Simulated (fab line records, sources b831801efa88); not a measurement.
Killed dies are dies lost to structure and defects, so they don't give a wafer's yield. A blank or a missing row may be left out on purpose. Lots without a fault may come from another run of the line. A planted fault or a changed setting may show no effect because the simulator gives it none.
fab line records | flow sky130
record lots=5 wafers=15 last_day=49
route steps=708 shown VT_ADJUST_NCORE@127 VT_ADJUST_HVTR@131 VT_ADJUST_PCH@143 SONOS_TUNNEL@154
lots that met no fault: from a run of the same line without faults
start_h: hours from the record's first day to the start of the lot's first wafer shown | wait_h: hours since the lot's step before | " the same as in the row above | L1.1+2: a row that stands for several wafers | - no value, or no start given | * or withheld: withheld | < > ~ a bound
route shown NAME@n: a module of which the file shows steps, and the number in the route of the first | usual: mean/standard deviation of fault-free wafers | same: alike in all rows | chamber/n: place in a boat | sites: the reading at each site | _std_site: their standard deviation | _edge_site: outer sites' mean less inner sites' | radius_mm: how far each site lies from the wafer's centre | mask NAME#n: copy n | behind: the tool/chamber that last shaped the wafer | hold: why the lot was held/for how many hours/how that ended | device: the transistor (n, p or np) that didn't switch | end of line: the same wafers' tests at the end of the route | a step without rows: its recipe alone | killed: dies lost to structure and defects at the first sort, not the wafer's yield | map: a wafer's dies, x killed, . not, _ none there
set.NAME: the setting as run; set.NAME@STEP: as run at that earlier step | model.NAME: the simulator's own value behind a step, which no gauge read
lots at some steps of the route; a table a step, a row a wafer
services: from which hour (start_h, from the record's first day; less than 0 if before it) a tool's chamber was out of use, for how many hours, and why
## steps
# step SKY_VT_ADJUST_NCORE_OVL_MEAS_08
# usual VT_ADJUST_NCORE_OVL=0.9/1.5
# columns lot.wafer tool chamber start_h wait_h VT_ADJUST_NCORE_OVL[nm]
L083.3 overlay-02 - 238.34 0.1 2.0
L083.5 " - " " 1.8
L083.6 " - " " 2.8
L087.2 overlay-01 - 271.84 0.1 3.7
L087.3 " - " " 2.4
L087.6 " - " " 3.7
L090.1 overlay-01 - 297.77 0.1 0.9
L090.2 " - " " 0.8
L090.4 " - " " 0.8
L091.1 overlay-02 - 300.83 0.1 -2.6
L091.3 " - " " 0.8
L091.5 " - " " -2.4
L092.3 overlay-01 - 306.62 0.1 -2.0
L092.5 " - " " -1.6
L092.6 " - " " -2.0
# step SKY_VT_ADJUST_NCORE_IMPLANT_09
# recipe species=B energy_kev=10 dose_cm2=2.4e+12 tilt_deg=withheld
# columns lot.wafer tool chamber start_h wait_h
L083.3+5+6 implanter-03 0 238.41 0.1
L087.2+3+6 implanter-01 0 271.90 0.0
L090.1+2+4 implanter-01 0 297.81 0.0
L091.1+3+5 implanter-03 0 300.87 0.0
L092.3+5+6 implanter-03 0 306.74 0.1
# step SKY_VT_ADJUST_NCORE_STRIP_10
# recipe chemistry=O2/N2 power_w=1400 pressure_mtorr=1500 platen_temp_c=withheld o2_flow_sccm=3000 n2_flow_sccm=300 overash_fraction=0.5
# usual drypump_motor_current_A=5.6/0.42 oes_product_au=0.715/0.0045 strip_time_to_endpoint_s=14.19/0.037
# same overash_fraction=0.5
# columns lot.wafer tool chamber start_h wait_h drypump_motor_current_A oes_product_au rf_hours_counter_h strip_time_to_endpoint_s
L083.3 plasma_asher-03 1 238.54 0.1 4.9 0.728 - 14.13
L083.5 " 1 " " 4.9 0.715 - 14.14
L083.6 " 0 " " 6.2 0.712 - 14.19
L087.2 plasma_asher-01 1 272.02 0.1 5.8 0.711 47 14.22
L087.3 " 0 " " 5.2 0.708 - 14.23
L087.6 " 1 " " 5.8 0.712 - 14.22
L090.1 plasma_asher-03 0 297.96 0.1 6.3 0.712 63 14.23
L090.2 " 1 " " 4.9 0.714 63 14.21
L090.4 " 1 " " 4.9 0.716 - 14.21
L091.1 plasma_asher-04 0 301.02 0.1 5.5 0.721 17 14.23
L091.3 " 1 " " 5.8 0.716 - 14.18
L091.5 " 0 " " 5.6 0.719 - 14.18
L092.3 plasma_asher-04 1 306.87 0.1 5.8 0.719 - 14.17
L092.5 " 0 " " 5.6 0.711 - 14.17
L092.6 " 1 " " 5.8 0.711 - 14.20
# step SKY_VT_ADJUST_NCORE_TW_MEAS_11
# usual VT_ADJUST_NCORE_TW=219.9/1.5
# columns lot.wafer tool chamber start_h wait_h VT_ADJUST_NCORE_TW
L083.3 film_metro-03 - 238.63 0.1 220.8
L083.5 " - " " 218.5
L083.6 " - " " 219.1
L087.2 film_metro-04 - 272.13 0.1 220.7
L087.3 " - " " 221.3
L087.6 " - " " 221.7
L090.1 film_metro-02 - 298.06 0.1 221.0
L090.2 " - " " 221.0
L090.4 " - " " 221.1
L091.1 film_metro-03 - 301.12 0.1 216.4
L091.3 " - " " 217.1
L091.5 " - " " 218.0
L092.3 film_metro-02 - 306.96 0.1 221.2
L092.5 " - " " 221.1
L092.6 " - " " 220.6
# step SKY_VT_ADJUST_HVTR_DEHYDRATE_00
# recipe temp_c=200 time_s=60
# usual plate_temp_C=199.98/0.16 resist_line_temp_C=22.99/0.1
# columns lot.wafer tool chamber start_h wait_h plate_temp_C resist_line_temp_C
L083.3 litho_track-03 0 249.45 10.8 200.01 23.06
L083.5 " 0 " " 200.01 22.79
L083.6 " 0 " " 200.00 22.87
L087.2 litho_track-01 0 283.80 11.7 200.10 22.82
L087.3 " 0 " " 200.17 22.85
L087.6 " 0 " " 200.08 22.86
L090.1 litho_track-01 0 309.83 11.8 199.91 22.93
L090.2 " 0 " " 200.06 22.83
L090.4 " 0 " " 199.73 22.93
L091.1 litho_track-01 0 312.53 11.4 199.96 22.99
L091.3 " 0 " " 200.19 23.08
L091.5 " 0 " " 200.32 23.07
L092.3 litho_track-03 0 318.75 11.8 199.99 22.98
L092.5 " 0 " " 200.27 22.92
L092.6 " 0 " " 199.89 23.04
# step SKY_VT_ADJUST_HVTR_HMDS_01
# recipe prime_time_s=60 prime_temp_c=120
# usual resist_line_temp_C=23.01/0.11
# columns lot.wafer tool chamber start_h wait_h resist_line_temp_C
L083.3 litho_track-03 0 249.60 0.1 23.00
L083.5 " 0 " " 23.01
L083.6 " 0 " " 23.02
L087.2 litho_track-01 0 283.95 0.1 22.94
L087.3 " 0 " " 23.14
L087.6 " 0 " " 23.06
L090.1 litho_track-01 0 309.98 0.1 23.09
L090.2 " 0 " " 23.07
L090.4 " 0 " " 23.17
L091.1 litho_track-01 0 312.68 0.1 22.98
L091.3 " 0 " " 23.02
L091.5 " 0 " " 23.03
L092.3 litho_track-03 0 318.90 0.1 22.94
L092.5 " 0 " " 23.07
L092.6 " 0 " " 22.99
# step SKY_VT_ADJUST_HVTR_COAT_02
# recipe resist=NOVOLAK spin_rpm=3000 resist_thk_nm=1140
# usual resist_line_temp_C=22.97/0.097
# columns lot.wafer tool chamber start_h wait_h resist_line_temp_C
L083.3 litho_track-03 0 249.75 0.1 23.10
L083.5 " 0 " " 23.11
L083.6 " 0 " " 23.10
L087.2 litho_track-01 0 284.10 0.1 22.85
L087.3 " 0 " " 22.98
L087.6 " 0 " " 22.92
L090.1 litho_track-01 0 310.13 0.1 22.92
L090.2 " 0 " " 22.91
L090.4 " 0 " " 23.00
L091.1 litho_track-01 0 312.83 0.1 22.95
L091.3 " 0 " " 23.00
L091.5 " 0 " " 22.78
L092.3 litho_track-03 0 319.05 0.1 23.09
L092.5 " 0 " " 22.88
L092.6 " 0 " " 23.12
# step SKY_VT_ADJUST_HVTR_SOFTBAKE_03
# recipe temp_c=90 time_s=60 resist=NOVOLAK
# usual plate_temp_C=90.01/0.13 resist_line_temp_C=23.02/0.098
# columns lot.wafer tool chamber start_h wait_h plate_temp_C resist_line_temp_C
L083.3 litho_track-03 0 249.90 0.1 89.80 23.13
L083.5 " 0 " " 89.90 23.00
L083.6 " 0 " " 90.00 23.02
L087.2 litho_track-01 0 284.25 0.1 89.92 23.02
L087.3 " 0 " " 89.99 22.92
L087.6 " 0 " " 89.97 23.03
L090.1 litho_track-01 0 310.28 0.1 89.71 23.00
L090.2 " 0 " " 90.04 22.88
L090.4 " 0 " " 89.93 23.14
L091.1 litho_track-01 0 312.98 0.1 90.02 23.07
L091.3 " 0 " " 90.01 23.11
L091.5 " 0 " " 89.93 23.03
L092.3 litho_track-03 0 319.20 0.1 89.96 23.22
L092.5 " 0 " " 89.92 22.99
L092.6 " 0 " " 89.85 22.93
# step SKY_VT_ADJUST_HVTR_EXPOSE_04
# recipe mask_id=HVTRM target_cd_nm=380 na=0.6 source_shape=conventional sigma_outer=0.6 dose_mj=150
# usual focus_offset_nm=0.0/0.54
# columns lot.wafer tool chamber start_h wait_h mask focus_offset_nm
L083.3 iline_stepper-01 0 - - HVTRM#0 -1.2
L083.5 " 0 " " HVTRM#0 -0.9
L083.6 " 0 " " HVTRM#0 0.0
L087.2 iline_stepper-02 0 - - HVTRM#0 -0.3
L087.3 " 0 " " HVTRM#0 -0.5
L087.6 " 0 " " HVTRM#0 -0.1
L090.1 iline_stepper-02 0 - - HVTRM#0 0.6
L090.2 " 0 " " HVTRM#0 -0.3
L090.4 " 0 " " HVTRM#0 -1.4
L091.1 iline_stepper-02 0 - - HVTRM#0 0.2
L091.3 " 0 " " HVTRM#0 0.7
L091.5 " 0 " " HVTRM#0 0.0
L092.3 iline_stepper-01 0 - - HVTRM#0 -0.1
L092.5 " 0 " " HVTRM#0 0.9
L092.6 " 0 " " HVTRM#0 0.4
# step SKY_VT_ADJUST_HVTR_PEB_05
# recipe temp_c=withheld time_s=* resist=NOVOLAK
# usual resist_line_temp_C=*
# columns lot.wafer tool chamber start_h wait_h resist_line_temp_C
L083.3 litho_track-04 0 - - *
L083.5 " 0 " " *
L083.6 " 0 " " *
L087.2 litho_track-03 0 - - *
L087.3 " 0 " " *
L087.6 " 0 " " *
L090.1 litho_track-03 0 - - *
L090.2 " 0 " " *
L090.4 " 0 " " *
L091.1 litho_track-03 0 - - *
L091.3 " 0 " " *
L091.5 " 0 " " *
L092.3 litho_track-01 0 - - *
L092.5 " 0 " " *
L092.6 " 0 " " *
# step SKY_VT_ADJUST_HVTR_DEVELOP_06
# recipe develop_time_s=60 dev_temp_c=23
# usual developer_temp_C=23.01/0.11 resist_line_temp_C=23.00/0.11
# columns lot.wafer tool chamber start_h wait_h developer_temp_C resist_line_temp_C
L083.3 litho_track-04 0 260.94 0.1 23.05 23.08
L083.5 " 0 " " 22.91 22.95
L083.6 " 0 " " 23.09 23.04
L087.2 litho_track-03 0 297.23 0.1 22.95 22.92
L087.3 " 0 " " 23.01 23.01
L087.6 " 0 " " 22.95 22.89
L090.1 litho_track-03 0 322.95 0.1 23.12 23.03
L090.2 " 0 " " 23.02 23.07
L090.4 " 0 " " 23.03 23.03
L091.1 litho_track-03 0 324.85 0.1 22.99 23.12
L091.3 " 0 " " 22.89 22.98
L091.5 " 0 " " 23.06 23.19
L092.3 litho_track-01 0 331.58 0.1 23.09 23.03
L092.5 " 0 " " 23.02 23.09
L092.6 " 0 " " 23.13 23.02
# step SKY_VT_ADJUST_HVTR_CD_MEAS_07
# recipe target_cd_nm=380
# usual cd_nm=380/3
# columns lot.wafer tool chamber start_h wait_h cd_nm
L083.3 cd_sem-02 - 261.08 0.1 377
L083.5 " - " " 379
L083.6 " - " " 378
L087.2 cd_sem-02 - 297.37 0.1 383
L087.3 " - " " 382
L087.6 " - " " 382
L090.1 cd_sem-01 - 323.10 0.1 384
L090.2 " - " " 387
L090.4 " - " " 386
L091.1 cd_sem-02 - 325.00 0.1 382
L091.3 " - " " 382
L091.5 " - " " 381
L092.3 cd_sem-02 - 331.72 0.1 379
L092.5 " - " " 381
L092.6 " - " " 383
# step SKY_VT_ADJUST_HVTR_OVL_MEAS_08
# usual VT_ADJUST_HVTR_OVL=-0.2/1.4
# columns lot.wafer tool chamber start_h wait_h VT_ADJUST_HVTR_OVL[nm]
L083.3 overlay-02 - 261.17 0.1 1.6
L083.5 " - " " -0.2
L083.6 " - " " 0.7
L087.2 overlay-02 - 297.48 0.1 0.0
L087.3 " - " " -0.3
L087.6 " - " " 0.2
L090.1 overlay-01 - 323.22 0.1 -2.1
L090.2 " - " " -2.2
L090.4 " - " " -1.7
L091.1 overlay-01 - 325.12 0.1 -2.1
L091.3 " - " " -1.6
L091.5 " - " " 1.9
L092.3 overlay-02 - 331.81 0.1 0.1
L092.5 " - " " -0.8
L092.6 " - " " -1.4
# step SKY_VT_ADJUST_HVTR_IMPLANT_09
# recipe species=B energy_kev=10 dose_cm2=2.1e+12 tilt_deg=withheld
# columns lot.wafer tool chamber start_h wait_h
L083.3+5+6 implanter-03 0 261.28 0.1
L087.2+3+6 implanter-03 0 297.54 0.0
L090.1+2+4 implanter-03 0 323.26 0.0
L091.1+3+5 implanter-03 0 325.16 0.0
L092.3+5+6 implanter-04 0 331.88 0.1
# step SKY_VT_ADJUST_HVTR_STRIP_10
# recipe chemistry=O2/N2 power_w=1400 pressure_mtorr=1500 platen_temp_c=withheld o2_flow_sccm=3000 n2_flow_sccm=300 overash_fraction=0.5
# usual drypump_motor_current_A=5.6/0.56 oes_product_au=0.715/0.0047 strip_time_to_endpoint_s=14.18/0.037
# same overash_fraction=0.5
# columns lot.wafer tool chamber start_h wait_h drypump_motor_current_A oes_product_au rf_hours_counter_h strip_time_to_endpoint_s
L083.3 plasma_asher-03 0 261.41 0.1 6.2 0.712 - 14.25
L083.5 " 1 " " 4.9 0.708 - 14.25
L083.6 " 0 " " 6.3 0.714 - 14.24
L087.2 plasma_asher-03 0 297.66 0.1 6.3 0.719 63 14.17
L087.3 " 1 " " 4.9 0.715 - 14.18
L087.6 " 1 " " 4.9 0.710 - 14.20
L090.1 plasma_asher-02 0 323.41 0.1 6.4 0.706 62 14.19
L090.2 " 1 " " 4.8 0.712 62 14.16
L090.4 " 0 " " 6.4 0.710 - 14.17
L091.1 plasma_asher-02 1 325.31 0.1 4.9 0.717 62 14.20
L091.3 " 1 " " 4.9 0.715 - 14.18
L091.5 " 0 " " 6.4 0.721 - 14.23
L092.3 plasma_asher-03 1 332.02 0.1 4.9 0.718 - 14.15
L092.5 " 0 " " 6.2 0.721 - 14.16
L092.6 " 1 " " 4.9 0.713 - 14.11
# step SKY_VT_ADJUST_HVTR_TW_MEAS_11
# usual VT_ADJUST_HVTR_TW=210.8/1.2
# columns lot.wafer tool chamber start_h wait_h VT_ADJUST_HVTR_TW
L083.3 film_metro-01 - 261.50 0.1 211.1
L083.5 " - " " 210.1
L083.6 " - " " 210.7
L087.2 film_metro-03 - 297.77 0.1 209.7
L087.3 " - " " 211.4
L087.6 " - " " 209.4
L090.1 film_metro-01 - 323.51 0.1 210.7
L090.2 " - " " 209.5
L090.4 " - " " 210.3
L091.1 film_metro-03 - 325.41 0.1 208.5
L091.3 " - " " 209.5
L091.5 " - " " 207.6
L092.3 film_metro-01 - 332.10 0.1 209.4
L092.5 " - " " 210.1
L092.6 " - " " 210.1
# step SKY_VT_ADJUST_PCH_DEHYDRATE_00
# recipe temp_c=200 time_s=60
# usual plate_temp_C=199.94/0.18 resist_line_temp_C=23.00/0.11
# columns lot.wafer tool chamber start_h wait_h plate_temp_C resist_line_temp_C
L083.3 litho_track-04 0 272.74 11.2 199.97 23.04
L083.5 " 0 " " 199.84 23.03
L083.6 " 0 " " 199.92 22.91
L087.2 litho_track-04 0 309.66 11.9 199.93 22.98
L087.3 " 0 " " 200.23 22.86
L087.6 " 0 " " 200.11 22.73
L090.1 litho_track-01 0 335.68 12.2 199.91 22.84
L090.2 " 0 " " 199.99 22.84
L090.4 " 0 " " 199.68 22.79
L091.1 litho_track-04 0 337.69 12.3 199.96 23.06
L091.3 " 0 " " 199.95 22.89
L091.5 " 0 " " 200.22 22.80
L092.3 litho_track-04 0 344.09 12.0 199.83 23.11
L092.5 " 0 " " 200.09 23.03
L092.6 " 0 " " 199.94 23.21
# step SKY_VT_ADJUST_PCH_HMDS_01
# recipe prime_time_s=60 prime_temp_c=120
# usual resist_line_temp_C=23.00/0.11
# columns lot.wafer tool chamber start_h wait_h resist_line_temp_C
L083.3 litho_track-04 0 272.89 0.1 23.03
L083.5 " 0 " " 23.05
L083.6 " 0 " " 23.14
L087.2 litho_track-04 0 309.81 0.1 22.96
L087.3 " 0 " " 23.05
L087.6 " 0 " " 22.97
L090.1 litho_track-01 0 335.83 0.1 22.97
L090.2 " 0 " " 23.06
L090.4 " 0 " " 22.78
L091.1 litho_track-04 0 337.84 0.1 22.93
L091.3 " 0 " " 23.05
L091.5 " 0 " " 22.84
L092.3 litho_track-04 0 344.24 0.1 23.10
L092.5 " 0 " " 22.96
L092.6 " 0 " " 23.05
# step SKY_VT_ADJUST_PCH_COAT_02
# recipe spin_rpm=2000 resist_thk_nm=3000
# usual resist_line_temp_C=22.97/0.11
# columns lot.wafer tool chamber start_h wait_h resist_line_temp_C
L083.3 litho_track-04 0 273.04 0.1 23.01
L083.5 " 0 " " 23.11
L083.6 " 0 " " 22.96
L087.2 litho_track-04 0 309.96 0.1 23.01
L087.3 " 0 " " 22.92
L087.6 " 0 " " 23.02
L090.1 litho_track-01 0 335.98 0.1 23.03
L090.2 " 0 " " 23.05
L090.4 " 0 " " 23.02
L091.1 litho_track-04 0 337.99 0.1 23.04
L091.3 " 0 " " 23.09
L091.5 " 0 " " 22.86
L092.3 litho_track-04 0 344.39 0.1 22.87
L092.5 " 0 " " 22.98
L092.6 " 0 " " 22.96
# step SKY_VT_ADJUST_PCH_SOFTBAKE_03
# recipe temp_c=110 time_s=withheld
# usual plate_temp_C=109.97/0.14 resist_line_temp_C=23.01/0.11
# columns lot.wafer tool chamber start_h wait_h plate_temp_C resist_line_temp_C
L083.3 litho_track-04 0 273.21 0.1 109.86 22.98
L083.5 " 0 " " 109.95 23.02
L083.6 " 0 " " 109.72 22.89
L087.2 litho_track-04 0 310.12 0.1 109.91 22.88
L087.3 " 0 " " 110.04 22.92
L087.6 " 0 " " 109.85 22.90
L090.1 litho_track-01 0 336.13 0.1 109.79 22.87
L090.2 " 0 " " 109.87 22.95
L090.4 " 0 " " 109.87 22.75
L091.1 litho_track-04 0 338.14 0.1 109.93 23.00
L091.3 " 0 " " 109.98 22.98
L091.5 " 0 " " 109.76 23.07
L092.3 litho_track-04 0 344.56 0.1 109.91 22.91
L092.5 " 0 " " 109.88 22.94
L092.6 " 0 " " 109.99 22.98
# step SKY_VT_ADJUST_PCH_EXPOSE_04
# recipe mask_id=NWM na=0.6 source_shape=conventional sigma_outer=0.6 polarization=unpolarized target_cd_nm=840 dose_mj=255
# usual focus_offset_nm=-0.1/0.52
# columns lot.wafer tool chamber start_h wait_h mask focus_offset_nm
L083.3 iline_stepper-02 0 - - NWM#0 -0.4
L083.5 " 0 " " NWM#0 0.4
L083.6 " 0 " " NWM#0 0.1
L087.2 iline_stepper-01 0 - - NWM#0 0.4
L087.3 " 0 " " NWM#0 -0.6
L087.6 " 0 " " NWM#0 0.1
L090.1 iline_stepper-02 0 - - NWM#0 0.3
L090.2 " 0 " " NWM#0 1.1
L090.4 " 0 " " NWM#0 1.0
L091.1 iline_stepper-02 0 - - NWM#0 0.1
L091.3 " 0 " " NWM#0 0.1
L091.5 " 0 " " NWM#0 0.0
L092.3 iline_stepper-02 0 - - NWM#0 0.1
L092.5 " 0 " " NWM#0 1.4
L092.6 " 0 " " NWM#0 0.8
# step SKY_VT_ADJUST_PCH_PEB_05
# recipe temp_c=115 time_s=withheld
# usual plate_temp_C=115.04/0.14 resist_line_temp_C=23.04/0.12
# columns lot.wafer tool chamber start_h wait_h plate_temp_C resist_line_temp_C
L083.3 litho_track-04 0 - - 115.14 23.07
L083.5 " 0 " " 115.06 23.16
L083.6 " 0 " " 115.07 22.87
L087.2 litho_track-01 0 - - 115.08 22.97
L087.3 " 0 " " 114.95 23.06
L087.6 " 0 " " 115.16 23.27
L090.1 litho_track-01 0 - - 115.11 23.10
L090.2 " 0 " " 114.94 23.11
L090.4 " 0 " " 114.84 23.09
L091.1 litho_track-02 0 - - 115.09 22.93
L091.3 " 0 " " 115.21 22.97
L091.5 " 0 " " 115.14 23.00
L092.3 litho_track-01 0 - - 115.07 23.13
L092.5 " 0 " " 114.96 23.09
L092.6 " 0 " " 114.83 23.02
# step SKY_VT_ADJUST_PCH_DEVELOP_06
# recipe wall_angle_deg=90 developer=TMAH develop_time_s=60 dev_temp_c=23
# usual developer_temp_C=22.99/0.12 resist_line_temp_C=22.97/0.12
# columns lot.wafer tool chamber start_h wait_h developer_temp_C resist_line_temp_C
L083.3 litho_track-04 0 - - 23.11 22.96
L083.5 " 0 " " 22.97 23.06
L083.6 " 0 " " 23.10 22.83
L087.2 litho_track-01 0 - - 23.10 23.08
L087.3 " 0 " " 23.10 23.19
L087.6 " 0 " " 22.86 22.98
L090.1 litho_track-01 0 - - 22.76 22.92
L090.2 " 0 " " 22.88 22.93
L090.4 " 0 " " 22.87 22.70
L091.1 litho_track-02 0 - - 23.07 23.07
L091.3 " 0 " " 22.92 22.86
L091.5 " 0 " " 22.83 22.95
L092.3 litho_track-01 0 - - 23.06 22.94
L092.5 " 0 " " 23.06 22.97
L092.6 " 0 " " 22.98 23.23
# step SKY_VT_ADJUST_PCH_OVL_MEAS_07
# usual VT_ADJUST_PCH_OVL=-0.6/1.5
# columns lot.wafer tool chamber start_h wait_h VT_ADJUST_PCH_OVL[nm]
L083.3 overlay-02 - 285.45 - 0.7
L083.5 " - " " -0.9
L083.6 " - " " 0.3
L087.2 overlay-02 - 322.43 - -0.3
L087.3 " - " " -1.1
L087.6 " - " " -1.1
L090.1 overlay-02 - 349.03 - -0.1
L090.2 " - " " 1.0
L090.4 " - " " -0.2
L091.1 overlay-02 - 351.91 - -2.6
L091.3 " - " " -1.7
L091.5 " - " " -0.5
L092.3 overlay-02 - 358.79 - -0.9
L092.5 " - " " 1.1
L092.6 " - " " -2.3
# step SKY_VT_ADJUST_PCH_IMPLANT_08
# recipe species=B energy_kev=10 dose_cm2=5e+11 tilt_deg=withheld
# columns lot.wafer tool chamber start_h wait_h
L083.3+5+6 implanter-01 0 285.53 0.1
L087.2+3+6 implanter-03 0 322.49 0.0
L090.1+2+4 implanter-02 0 349.06 0.0
L091.1+3+5 implanter-02 0 351.95 0.0
L092.3+5+6 implanter-03 0 358.86 0.1
# step SKY_VT_ADJUST_PCH_STRIP_09
# recipe chemistry=O2/N2 power_w=1400 pressure_mtorr=1500 platen_temp_c=withheld o2_flow_sccm=3000 n2_flow_sccm=300 overash_fraction=0.5
# usual drypump_motor_current_A=5.6/0.45 oes_product_au=0.722/0.0046 strip_time_to_endpoint_s=36.88/0.12
# same overash_fraction=0.5
# columns lot.wafer tool chamber start_h wait_h drypump_motor_current_A oes_product_au rf_hours_counter_h strip_time_to_endpoint_s
L083.3 plasma_asher-02 1 285.66 0.1 4.8 0.728 - 37.05
L083.5 " 1 " " 4.8 0.707 - 36.98
L083.6 " 0 " " 6.4 0.716 - 36.98
L087.2 plasma_asher-04 0 322.61 0.1 5.6 0.732 20 36.88
L087.3 " 0 " " 5.6 0.727 - 36.94
L087.6 " 0 " " 5.6 0.714 - 37.02
L090.1 plasma_asher-02 1 349.21 0.1 4.9 0.717 64 37.01
L090.2 " 0 " " 6.4 0.727 64 36.94
L090.4 " 0 " " 6.4 0.720 - 36.95
L091.1 plasma_asher-04 1 352.10 0.1 5.8 0.733 23 36.84
L091.3 " 0 " " 5.5 0.720 - 36.83
L091.5 " 1 " " 5.8 0.726 - 36.71
L092.3 plasma_asher-01 0 359.00 0.1 5.2 0.724 - 36.85
L092.5 " 0 " " 5.2 0.724 - 36.86
L092.6 " 1 " " 5.8 0.721 - 36.84
# step SKY_VT_ADJUST_PCH_TW_MEAS_10
# usual VT_ADJUST_PCH_TW=142.1/0.77
# columns lot.wafer tool chamber start_h wait_h VT_ADJUST_PCH_TW
L083.3 film_metro-01 - 285.75 0.1 141.8
L083.5 " - " " 141.2
L083.6 " - " " 141.3
L087.2 film_metro-03 - 322.72 0.1 142.1
L087.3 " - " " 142.0
L087.6 " - " " 141.5
L090.1 film_metro-03 - 349.31 0.1 143.6
L090.2 " - " " 144.1
L090.4 " - " " 143.9
L091.1 film_metro-01 - 352.20 0.1 141.9
L091.3 " - " " 141.0
L091.5 " - " " 141.4
L092.3 film_metro-01 - 359.08 0.1 141.2
L092.5 " - " " 141.8
L092.6 " - " " 141.6
# step SKY_SONOS_TUNNEL_DEHYDRATE_00
# recipe temp_c=200 time_s=60
# usual plate_temp_C=199.99/0.16 resist_line_temp_C=23.02/0.098
# columns lot.wafer tool chamber start_h wait_h plate_temp_C resist_line_temp_C
L083.3 litho_track-02 0 297.96 12.2 200.02 22.98
L083.5 " 0 " " 199.95 23.08
L083.6 " 0 " " 199.92 23.00
L087.2 litho_track-01 0 334.50 11.8 200.17 23.04
L087.3 " 0 " " 200.15 22.86
L087.6 " 0 " " 200.06 22.92
L090.1 litho_track-02 0 362.96 13.6 199.92 23.20
L090.2 " 0 " " 199.91 22.97
L090.4 " 0 " " 199.75 22.92
L091.1 litho_track-01 0 365.73 13.5 199.89 23.05
L091.3 " 0 " " 200.09 22.84
L091.5 " 0 " " 199.97 22.95
L092.3 litho_track-01 0 372.68 13.6 200.11 23.04
L092.5 " 0 " " 200.05 22.86
L092.6 " 0 " " 200.08 23.12
# step SKY_SONOS_TUNNEL_HMDS_01
# recipe prime_time_s=60 prime_temp_c=120
# usual resist_line_temp_C=23.00/0.11
# columns lot.wafer tool chamber start_h wait_h resist_line_temp_C
L083.3 litho_track-02 0 298.11 0.1 23.19
L083.5 " 0 " " 22.99
L083.6 " 0 " " 22.98
L087.2 litho_track-01 0 334.65 0.1 23.08
L087.3 " 0 " " 23.13
L087.6 " 0 " " 23.19
L090.1 litho_track-02 0 363.11 0.1 23.21
L090.2 " 0 " " 22.98
L090.4 " 0 " " 22.98
L091.1 litho_track-01 0 365.88 0.1 23.18
L091.3 " 0 " " 22.95
L091.5 " 0 " " 23.05
L092.3 litho_track-01 0 372.83 0.1 23.16
L092.5 " 0 " " 23.14
L092.6 " 0 " " 23.14
# step SKY_SONOS_TUNNEL_COAT_02
# recipe resist=NOVOLAK spin_rpm=3000 resist_thk_nm=1140
# usual resist_line_temp_C=22.98/0.098
# columns lot.wafer tool chamber start_h wait_h resist_line_temp_C
L083.3 litho_track-02 0 298.26 0.1 23.12
L083.5 " 0 " " 22.95
L083.6 " 0 " " 23.15
L087.2 litho_track-01 0 334.80 0.1 23.08
L087.3 " 0 " " 22.95
L087.6 " 0 " " 22.99
L090.1 litho_track-02 0 363.26 0.1 22.89
L090.2 " 0 " " 22.85
L090.4 " 0 " " 23.09
L091.1 litho_track-01 0 366.03 0.1 22.85
L091.3 " 0 " " 22.88
L091.5 " 0 " " 22.94
L092.3 litho_track-01 0 372.98 0.1 22.74
L092.5 " 0 " " 22.82
L092.6 " 0 " " 22.97
# step SKY_SONOS_TUNNEL_SOFTBAKE_03
# recipe temp_c=90 time_s=60 resist=NOVOLAK
# usual plate_temp_C=90.02/0.13 resist_line_temp_C=23.00/0.1
# columns lot.wafer tool chamber start_h wait_h plate_temp_C resist_line_temp_C
L083.3 litho_track-02 0 298.41 0.1 90.08 22.98
L083.5 " 0 " " 89.89 23.09
L083.6 " 0 " " 89.95 23.10
L087.2 litho_track-01 0 334.95 0.1 90.09 23.03
L087.3 " 0 " " 90.08 23.01
L087.6 " 0 " " 89.99 23.06
L090.1 litho_track-02 0 363.41 0.1 90.06 23.01
L090.2 " 0 " " 90.10 23.10
L090.4 " 0 " " 90.00 22.78
L091.1 litho_track-01 0 366.18 0.1 90.02 23.00
L091.3 " 0 " " 90.09 22.97
L091.5 " 0 " " 90.06 22.93
L092.3 litho_track-01 0 373.13 0.1 90.12 22.97
L092.5 " 0 " " 90.04 22.89
L092.6 " 0 " " 90.17 22.93
# step SKY_SONOS_TUNNEL_EXPOSE_04
# recipe mask_id=TUNM na=0.6 source_shape=conventional sigma_outer=0.6 polarization=unpolarized target_cd_nm=410 dose_mj=136
# usual focus_offset_nm=-0.1/0.53
# columns lot.wafer tool chamber start_h wait_h mask focus_offset_nm
L083.3 iline_stepper-02 0 - - TUNM#0 -0.4
L083.5 " 0 " " TUNM#0 0.2
L083.6 " 0 " " TUNM#0 -0.4
L087.2 iline_stepper-02 0 - - TUNM#0 -0.8
L087.3 " 0 " " TUNM#0 -0.1
L087.6 " 0 " " TUNM#0 -0.3
L090.1 iline_stepper-02 0 - - TUNM#0 1.3
L090.2 " 0 " " TUNM#0 0.7
L090.4 " 0 " " TUNM#0 0.5
L091.1 iline_stepper-02 0 - - TUNM#0 -0.4
L091.3 " 0 " " TUNM#0 -0.1
L091.5 " 0 " " TUNM#0 -0.4
L092.3 iline_stepper-01 0 - - TUNM#0 0.2
L092.5 " 0 " " TUNM#0 -0.7
L092.6 " 0 " " TUNM#0 0.2
# step SKY_SONOS_TUNNEL_PEB_05
# recipe temp_c=withheld time_s=* resist=NOVOLAK
# usual resist_line_temp_C=*
# columns lot.wafer tool chamber start_h wait_h resist_line_temp_C
L083.3 litho_track-02 0 - - *
L083.5 " 0 " " *
L083.6 " 0 " " *
L087.2 litho_track-02 0 - - *
L087.3 " 0 " " *
L087.6 " 0 " " *
L090.1 litho_track-03 0 - - *
L090.2 " 0 " " *
L090.4 " 0 " " *
L091.1 litho_track-02 0 - - *
L091.3 " 0 " " *
L091.5 " 0 " " *
L092.3 litho_track-02 0 - - *
L092.5 " 0 " " *
L092.6 " 0 " " *
## services
# columns tool chamber start_h hours kind
iline_stepper-02 - 218.74 2.1 pm
implanter-01 - 222.65 4.8 repair
implanter-02 - 227.04 106.0 repair
iline_stepper-01 - 229.50 2.1 pm
iline_stepper-01 - 270.55 5.6 repair
iline_stepper-02 - 276.83 1.7 pm
plasma_asher-01 - 284.15 28.1 pm
implanter-03 - 294.63 1.0 repair
iline_stepper-01 - 297.73 1.7 pm
plasma_asher-04 - 309.93 2.8 pm
implanter-04 - 310.33 3.5 pm
implanter-04 - 313.79 9.6 pm
implanter-02 - 326.89 1.3 repair
implanter-03 - 331.24 1.9 repair
implanter-02 - 333.04 5.5 pm
plasma_asher-02 - 337.13 1.2 repair
implanter-01 - 338.40 5.3 repair
implanter-04 - 348.18 1.7 repair
implanter-01 - 349.03 3.5 repair
implanter-01 - 352.56 3.8 pm
implanter-03 - 354.70 3.4 pm
implanter-02 - 358.34 21.0 pm
plasma_asher-01 - 359.54 2.6 repair
plasma_asher-01 - 366.70 0.4 repair
## key
fault none
